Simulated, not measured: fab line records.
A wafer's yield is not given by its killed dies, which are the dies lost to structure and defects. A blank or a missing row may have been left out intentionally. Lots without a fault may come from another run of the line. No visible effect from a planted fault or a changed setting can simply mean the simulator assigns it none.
Chamber matching | flow sky130 | 4 sister chambers for SKY_VIA3_ETCH_14 on rie-diel-03
The step etches BARC in N2/H2, stops on SiO2, time 45.9 s, target depth 60 nm. 4 wafers are shown with their chamber, then 12 later ones without.

## EACH WAFER AND ITS CHAMBER
wafer  | chamber | drypump-motor-current-A (A)
L089.1 | 3       | 6.1
L089.3 | 2       | 5.7
L089.5 | 1       | 4.9
L089.6 | 0       | 6.5

## WAFERS MISSING THEIR CHAMBER
wafer  | drypump-motor-current-A (A)
L094.3 | 4.9
L094.5 | 4.9
L094.6 | 6.6
L093.1 | 6.1
L093.2 | 5.7
L093.3 | 6.6
L093.4 | 4.9
L093.5 | 5.7
L093.6 | 6.1
L097.1 | 6.1
L097.4 | 6.6
L097.5 | 5.7

## WHICH CHAMBER EACH WENT THROUGH
wafer  | from the rows above | in truth
L094.3 | 1                   | 1
L094.5 | 1                   | 1
L094.6 | 0                   | 0
L093.1 | 3                   | 3
L093.2 | 2                   | 2
L093.3 | 0                   | 0
L093.4 | 1                   | 1
L093.5 | 2                   | 2
L093.6 | 3                   | 3
L097.1 | 3                   | 3
L097.4 | 0                   | 0
L097.5 | 2                   | 2
Correct placement for 12 of the 12. Number that these rows cannot place: 0. Placed wrongly: 0.
How it was worked out, from the rows above alone: a wafer's distance from a chamber is the root of the sum, over the readings, of the square of ((its reading less the chamber's mean) divided by the reading's scatter). If the next closest chamber is less than 2 further off than the closest, the wafer can't be placed; otherwise it belongs to the closest. A chamber's mean is the mean of its shown wafers. The scatter (one wafer shown for each chamber): square how far every hidden wafer sits from the nearest shown wafer, average those squares and take the square root.
